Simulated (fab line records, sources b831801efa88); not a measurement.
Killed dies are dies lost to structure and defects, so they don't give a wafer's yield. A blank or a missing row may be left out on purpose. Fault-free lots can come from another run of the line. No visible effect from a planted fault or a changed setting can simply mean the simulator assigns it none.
2 desks, one fault	flow sky130	only its own numbers are on each desk; what lay behind them is given at the end

FROM THE METROLOGY DESK
What the gauges read, lot by lot, whatever tool the lot ran on: means of the sampled wafers that have a number. If a lot's mean is further than 4 standard deviations from the usual mean, the lot is out of limits and carries the mark OUT (the distance appears in the brackets).
Columns: A = FIELD_ISO_CVD_03_THK at SKY_FIELD_ISO_THK_MEAS_04, usual 165.8 nm; B = DNWELL_TW at SKY_DNWELL_TW_MEAS_09, usual 1121; C = SONOS_ONO_CVD_04_THK at SKY_SONOS_ONO_THK_MEAS_05, usual 6.19 nm; D = cd_nm at SKY_SD_N_CD_MEAS_07, usual 379.2 nm
lot	first seen here	A	B	C	D
L911	day 2 06:16	166.5	1134	6.27	378.0
L910	day 2 06:17	164.8	1112	6.13	378.4
L912	day 2 06:18	165.8	1103	6.47	380.8
L913	day 2 06:22	165.7	1108	6.34	380.9
L914	day 2 14:23	164.6	1113	6.18	376.6
L916	day 2 20:40	166.1	1133	6.11	375.4
L921	day 3 23:38	165.3	1114	6.06	378.9
L922	day 4 03:02	164.2	1123	7.01 (+6.9) OUT	377.0
L923	day 4 07:23	166.6	1124	6.49	375.0
L931	day 6 03:17	166.2	1117	6.28	378.5
L932	day 6 09:52	164.2	1119	6.20	382.2
L933	day 6 16:10	165.5	1121	6.19	380.8
Finding of this desk: L922 out of limits, first seen on L922 at day 15 09:52 (SONOS_ONO_CVD_04_THK at SKY_SONOS_ONO_THK_MEAS_05). L911, L910, L912, L913, L914, L916, L921, L923, L931, L932, L933: within limits.

DESK OF THE TOOL OWNER: lpcvd-03
The tool's own readings at SKY_SONOS_ONO_CVD_04 (deposits SiO2 from SiH4/N2O, target thk 5.7199 nm): means of the sampled wafers that have a number, for each lot that ran on this tool. If a lot's mean is further than 4 standard deviations from the usual mean, the lot is out of limits and carries the mark OUT (the distance appears in the brackets).
Columns: A = spike_tc_bottom_C at SKY_SONOS_ONO_CVD_04, usual 922.1 C; B = spike_tc_centre_C at SKY_SONOS_ONO_CVD_04, usual 904.8 C; C = spike_tc_top_C at SKY_SONOS_ONO_CVD_04, usual 918 C; D = spike_tc_upper_C at SKY_SONOS_ONO_CVD_04, usual 904.8 C; E = zone_power_centre_pct at SKY_SONOS_ONO_CVD_04, usual 18.42 %; F = zone_power_lower_pct at SKY_SONOS_ONO_CVD_04, usual 15.9 %; G = zone_power_upper_pct at SKY_SONOS_ONO_CVD_04, usual 19.3 %
lot	first seen here	A	B	C	D	E	F	G
L912	day 12 08:27	922.3	904.4	915	904.9	18.53	15.3	18.6
L911	day 12 11:36	923.7	905.3	915	904.2	18.82	15.4	19.0
L910	day 12 12:51	921.7	905.9	922	904.3	18.15	16.5	19.7
L913	day 12 15:45	921.7	904.8	923	904.2	18.47	16.5	19.6
L914	day 14 10:52	922.2	904.8	922	904.9	18.26	16.4	20.0
L916	day 14 10:52	919.9	905.3	923	903.8	18.25	16.5	19.6
L921	day 15 01:13	922.8	905.4	914	905.9	18.83	15.4	18.8
L922	day 15 08:35	921.7	925.3 (+21) OUT	922	901.9	25.27 (+25) OUT	13.1 (-5.2) OUT	15.7 (-7.3) OUT
L923	day 15 18:36	922.5	925.3 (+20) OUT	915	902.1	26.04 (+28) OUT	12.2 (-6.9) OUT	15.0 (-8.7) OUT
L931	day 18 19:41	922.2	905.8	915	904.8	18.66	15.4	18.9
L932	day 19 02:07	921.1	904.5	922	904.8	18.16	16.5	20.0
L933	day 19 07:31	922.8	904.1	915	905.3	18.58	15.3	19.0
This desk's finding: out of limits on L922, L923; first on L922, day 15 08:35 (spike_tc_centre_C at SKY_SONOS_ONO_CVD_04). L912, L911, L910, L913, L914, L916, L921, L931, L932, L933: within limits.

PUT TOGETHER
An alarm could have come from the tool owner's desk at day 15 08:35, on L922, L923.
On L922, the metrology desk was in a position to raise an alarm at day 15 09:52.
The metrology desk has L923 on record, within its limits.
Of the lots named, all ran SKY_SONOS_ONO_CVD_04 on lpcvd-03.

WHAT THE SIMULATOR PUT IN
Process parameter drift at SKY_SONOS_ONO_CVD_04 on lpcvd-03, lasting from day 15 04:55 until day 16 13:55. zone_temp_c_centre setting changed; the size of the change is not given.
Struck lots among those shown: L922, L923.
Counting hours from when the fault started, the first reading out of limits came at 4 for the tool owner's desk and at 5 for the metrology desk.
